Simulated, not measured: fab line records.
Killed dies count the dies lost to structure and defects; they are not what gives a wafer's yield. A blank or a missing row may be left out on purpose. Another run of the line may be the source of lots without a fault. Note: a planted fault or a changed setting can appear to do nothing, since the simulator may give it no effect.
Shared-tool check || flow gf180mcu || Lots sampled 14, wafers sampled 42

## REASON IT WAS OPENED
2 of 14 lots carry a flag on the reading CONTACT_CVD_00_THK at GF_CONTACT_THK_MEAS_01. Wafers without a fault read 299.1 nm, standard deviation 2.5.
Rule: a lot gets a flag if all its wafers with a number sit over 4 standard deviations from that mean, or if no wafer of it has a number. As for the other lots, they are considered sound.

{"lot": "L280", "measured": "day 15 16:49", "on": "film-metro-02", "CONTACT_CVD_00_THK (nm), wafer by wafer": "300.7 300.1 301.0", "flag": ""}
{"lot": "L282", "measured": "day 16 18:06", "on": "film-metro-03", "CONTACT_CVD_00_THK (nm), wafer by wafer": "302.2 297.7 299.8", "flag": ""}
{"lot": "L283", "measured": "day 16 22:33", "on": "film-metro-02", "CONTACT_CVD_00_THK (nm), wafer by wafer": "300.6 300.5 298.0", "flag": ""}
{"lot": "L285", "measured": "day 17 11:47", "on": "film-metro-01", "CONTACT_CVD_00_THK (nm), wafer by wafer": "296.9 299.9 298.5", "flag": ""}
{"lot": "L284", "measured": "day 17 15:29", "on": "film-metro-01", "CONTACT_CVD_00_THK (nm), wafer by wafer": "297.5 302.3 298.6", "flag": ""}
{"lot": "L286", "measured": "day 17 18:45", "on": "film-metro-02", "CONTACT_CVD_00_THK (nm), wafer by wafer": "300.9 299.0 300.8", "flag": ""}
{"lot": "L289", "measured": "day 18 22:44", "on": "film-metro-02", "CONTACT_CVD_00_THK (nm), wafer by wafer": "295.1 301.4 296.2", "flag": ""}
{"lot": "L291", "measured": "day 19 17:32", "on": "film-metro-02", "CONTACT_CVD_00_THK (nm), wafer by wafer": "300.1 294.8 299.1", "flag": ""}
{"lot": "L292", "measured": "day 20 01:52", "on": "film-metro-02", "CONTACT_CVD_00_THK (nm), wafer by wafer": "303.3 300.9 301.6", "flag": ""}
{"lot": "L293", "measured": "day 20 06:54", "on": "film-metro-02", "CONTACT_CVD_00_THK (nm), wafer by wafer": "298.0 299.9 300.0", "flag": ""}
{"lot": "L295", "measured": "day 21 06:10", "on": "film-metro-03", "CONTACT_CVD_00_THK (nm), wafer by wafer": "296.3 301.1 299.7", "flag": ""}
{"lot": "L296", "measured": "day 21 10:17", "on": "film-metro-01", "CONTACT_CVD_00_THK (nm), wafer by wafer": "299.8 301.3 300.3", "flag": ""}
{"lot": "L299", "measured": "day 22 07:16", "on": "film-metro-03", "CONTACT_CVD_00_THK (nm), wafer by wafer": "151.5 149.8 151.2", "flag": "FLAGGED"}
{"lot": "L302", "measured": "day 23 09:23", "on": "film-metro-03", "CONTACT_CVD_00_THK (nm), wafer by wafer": "152.9 154.7 155.5", "flag": "FLAGGED"}
Average over the flagged lots: 152.6 nm; offset from the usual -146.5 nm, equal to -59 standard deviations.

## EACH LOT AND THE TOOL IT RAN ON
The record holds 1 process step before the reading, out of a route of 602 steps. Every cell lists first the tool, next ch and the chambers used by the sampled wafers, and last the start.
{"lot": "L280", "flag": "", "GF_CONTACT_CVD_00": "hdpcvd-01 ch 0,2, day 15 16:46"}
{"lot": "L282", "flag": "", "GF_CONTACT_CVD_00": "hdpcvd-01 ch 0,1,2, day 16 18:03"}
{"lot": "L283", "flag": "", "GF_CONTACT_CVD_00": "hdpcvd-02 ch 0,2, day 16 22:29"}
{"lot": "L285", "flag": "", "GF_CONTACT_CVD_00": "hdpcvd-01 ch 0,1, day 17 11:44"}
{"lot": "L284", "flag": "", "GF_CONTACT_CVD_00": "hdpcvd-02 ch 0,1,2, day 17 15:26"}
{"lot": "L286", "flag": "", "GF_CONTACT_CVD_00": "hdpcvd-02 ch 0,1,2, day 17 18:42"}
{"lot": "L289", "flag": "", "GF_CONTACT_CVD_00": "hdpcvd-02 ch 0,1, day 18 22:40"}
{"lot": "L291", "flag": "", "GF_CONTACT_CVD_00": "hdpcvd-02 ch 0,1,2, day 19 17:29"}
{"lot": "L292", "flag": "", "GF_CONTACT_CVD_00": "hdpcvd-01 ch 0,1, day 20 01:49"}
{"lot": "L293", "flag": "", "GF_CONTACT_CVD_00": "hdpcvd-01 ch 0,1, day 20 06:50"}
{"lot": "L295", "flag": "", "GF_CONTACT_CVD_00": "hdpcvd-01 ch 0,1, day 21 06:07"}
{"lot": "L296", "flag": "", "GF_CONTACT_CVD_00": "hdpcvd-02 ch 0,1, day 21 10:14"}
{"lot": "L299", "flag": "FLAGGED", "GF_CONTACT_CVD_00": "hdpcvd-02 ch 0,2, day 22 07:13"}
{"lot": "L302", "flag": "FLAGGED", "GF_CONTACT_CVD_00": "hdpcvd-02 ch 0,1,2, day 23 09:20"}
These steps, and what they do:
- GF_CONTACT_CVD_00: deposits SiO2, target thk 300 nm, time 50 s.
- GF_CONTACT_THK_MEAS_01

## FLAGGED OVER TOTAL, TOOL BY TOOL (the gauges that took the reading come last)
{"step": "GF_CONTACT_CVD_00", "tool": "hdpcvd-01", "lots run": 6, "flagged": 0, "share of the flagged lots": "none", "sound lots run after its first flagged lot": "-"}
{"step": "GF_CONTACT_CVD_00", "tool": "hdpcvd-02", "lots run": 8, "flagged": 2, "share of the flagged lots": "all", "sound lots run after its first flagged lot": 0}
{"step": "GF_CONTACT_THK_MEAS_01", "tool": "film-metro-01", "lots run": 3, "flagged": 0, "share of the flagged lots": "none", "sound lots run after its first flagged lot": "-"}
{"step": "GF_CONTACT_THK_MEAS_01", "tool": "film-metro-02", "lots run": 7, "flagged": 0, "share of the flagged lots": "none", "sound lots run after its first flagged lot": "-"}
{"step": "GF_CONTACT_THK_MEAS_01", "tool": "film-metro-03", "lots run": 4, "flagged": 2, "share of the flagged lots": "all", "sound lots run after its first flagged lot": 0}

## WHAT THE TABLE PERMITS
2 rows of the table ran every flagged lot: hdpcvd-02 at GF_CONTACT_CVD_00, film-metro-03 at GF_CONTACT_THK_MEAS_01.
- hdpcvd-02 at GF_CONTACT_CVD_00 ran 8 lots, 2 of them flagged. A fault beginning between L296 (day 21 10:14), its last sound lot, and L299 (day 22 07:13), its first flagged one, fits the data. Its own readings (sih4-flow-sccm) fall more than 4 standard deviations out on all wafers of the flagged lots.
- film-metro-03 at GF_CONTACT_THK_MEAS_01 ran 4 lots, 2 of them flagged. A fault beginning between L295 (day 21 06:10), its last sound lot, and L299 (day 22 07:16), its first flagged one, fits the data.
Because each of these 2 tools fits a fault that began at some hour, counting lots does not separate them. More lots, or a look at what each step does to the wafer, might.

## WHAT THE SIMULATOR HAD INSERTED
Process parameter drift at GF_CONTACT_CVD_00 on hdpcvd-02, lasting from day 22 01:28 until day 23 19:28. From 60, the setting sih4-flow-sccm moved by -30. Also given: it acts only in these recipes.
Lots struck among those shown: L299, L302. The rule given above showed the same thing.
